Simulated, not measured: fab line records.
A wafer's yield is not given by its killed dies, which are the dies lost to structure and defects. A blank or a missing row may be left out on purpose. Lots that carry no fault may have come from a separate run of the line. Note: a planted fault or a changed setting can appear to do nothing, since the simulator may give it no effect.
The tool behind it: which one? | flow gf180mcu | Sampling: 8 lots, 24 wafers, 3 of 602 route steps

## WHAT THE GAUGES SHOWED, per wafer
GF_VT_IMPLANT_TW_MEAS_21.
lot  | measured    | on            | VT_IMPLANT_2_TW
L788 | day 6 10:07 | film-metro-03 | 1217 1218 1218
L789 | day 6 13:17 | film-metro-03 | 1218 1214 1216
L790 | day 6 19:18 | film-metro-03 | 1222 1210 1213
L791 | day 7 03:49 | film-metro-02 | 1226 1226 1224
L795 | day 8 05:04 | film-metro-03 | 1207 1207 1211
L797 | day 8 20:58 | film-metro-02 | 884 884 884
L798 | day 9 02:04 | film-metro-01 | 877 882 877
L799 | day 9 07:31 | film-metro-03 | 880 885 880

GF_HV_LDD_OVL_MEAS_32.
lot  | measured     | on         | HV_LDD_02_OVL (nm)
L788 | day 11 15:16 | overlay-01 | -2.1 -1.9 0.1
L789 | day 11 20:17 | overlay-01 | 0.8 -0.1 1.8
L790 | day 12 05:28 | overlay-01 | -0.1 -1.8 -2.0
L791 | day 12 16:37 | overlay-01 | -0.9 0.1 0.9
L795 | day 14 00:04 | overlay-01 | -1.2 -1.4 -1.3
L797 | day 14 17:49 | overlay-01 | 0.4 -0.2 -0.2
L798 | day 15 00:58 | overlay-02 | 0.5 0.6 -0.5
L799 | day 15 06:11 | overlay-01 | -0.1 -0.6 -0.1

## WHICH TOOL RAN EACH LOT (tool, then ch and the chambers of the sampled wafers, then the start)
lot  | GF_VT_IMPLANT_IMPLANT_19
L788 | implanter-02 ch 0, day 6 09:52
L789 | implanter-02 ch 0, day 6 13:02
L790 | implanter-04 ch 0, day 6 19:04
L791 | implanter-02 ch 0, day 7 03:34
L795 | implanter-04 ch 0, day 8 04:49
L797 | implanter-02 ch 0, day 8 20:43
L798 | implanter-01 ch 0, day 9 01:49
L799 | implanter-04 ch 0, day 9 07:16
- GF_VT_IMPLANT_IMPLANT_19

## AS READ BY THE TOOLS THEMSELVES (means over the sampled wafers that have a number; for cases with no such wafer, the mark the record gives instead)
GF_VT_IMPLANT_IMPLANT_19.
lot  | tool         | end-station-pressure-torr (Torr)
L788 | implanter-02 | 4.91e-06
L789 | implanter-02 | 5.14e-06
L790 | implanter-04 | 4.68e-06
L791 | implanter-02 | 4.95e-06
L795 | implanter-04 | 4.92e-06
L797 | implanter-02 | 5.12e-06
L798 | implanter-01 | 4.98e-06
L799 | implanter-04 | 4.82e-06

## THE ANSWER, worked out from the rows above alone
Rule: the lots themselves supply what counts as usual. The widest of any qualifying gaps counts: lots, ordered by their means at a reading, are off when they make up no more than a third of the lots, leave a main group of 4 or more, and stand apart from it by 3 or more times the standard deviation of that group's means. A main group is skipped when, at the precision printed for the reading in the tables above, its means are all equal. A lot without any number at a reading at which 4 lots or more have one is off too. Where the step has rows for the other lots, those lots are counted as sound. Order of review: gauges by route order, followed by the tools' own readings, for which a lot's mean as printed above is used. At the first step where some lot is off, the reading lying furthest off is the one used; lots without a number count as furthest.
None of the lots is off at any reading shown; this tells nothing.

## WHAT THE SIMULATOR PUT IN
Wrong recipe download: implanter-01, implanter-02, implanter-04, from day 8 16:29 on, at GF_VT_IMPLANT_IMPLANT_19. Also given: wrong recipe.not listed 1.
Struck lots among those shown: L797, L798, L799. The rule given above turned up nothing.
